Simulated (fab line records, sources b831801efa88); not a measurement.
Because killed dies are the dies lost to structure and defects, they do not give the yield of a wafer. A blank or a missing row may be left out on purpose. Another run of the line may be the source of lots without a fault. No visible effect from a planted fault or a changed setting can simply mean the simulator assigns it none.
Matching of chambers ; flow sky130 ; rie si-01 running SKY_POLY_GATE_ETCH_17: 4 sister chambers
The step etches poly-Si in HBr/Cl2, stops on SiO2, target depth 180 nm, time 70.5 s. 4 wafers are shown with their chamber, then 9 later ones without.

## WAFERS, EACH WITH ITS CHAMBER
wafer;chamber;drypump motor current A (A)
L783.5;3;6.6
L788.1;0;5.8
L788.5;2;4.8
L788.6;1;5.7

## WAFERS WITH NO CHAMBER GIVEN
wafer;drypump motor current A (A)
L795.3;5.8
L795.4;5.7
L795.5;4.9
L799.1;6.6
L799.3;5.8
L799.5;4.9
L801.1;5.7
L801.2;4.9
L801.5;4.9

## WHICH CHAMBER EACH WENT THROUGH
wafer;from the rows above;in truth
L795.3;can't be placed: 0 or 1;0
L795.4;can't be placed: 1 or 0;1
L795.5;2;2
L799.1;3;3
L799.3;can't be placed: 0 or 1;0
L799.5;2;2
L801.1;can't be placed: 1 or 0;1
L801.2;2;2
L801.5;2;2
Placed correctly: 5 of 9. Cannot be placed on the basis of these rows: 4; the candidates contain the true chamber in 4. 0 placed wrongly.
How it was worked out, from the rows above alone: a wafer's distance from a chamber is the root of the sum, over the readings, of the square of ((its reading less the chamber's mean) divided by the reading's scatter). The wafer belongs to the nearest chamber; if the next one is less than 2 further off, it can't be placed. For every chamber, the mean is computed from those of its wafers that are shown. The scatter: root of mean squared gap, hidden wafer to nearest shown wafer, with one shown wafer a chamber.
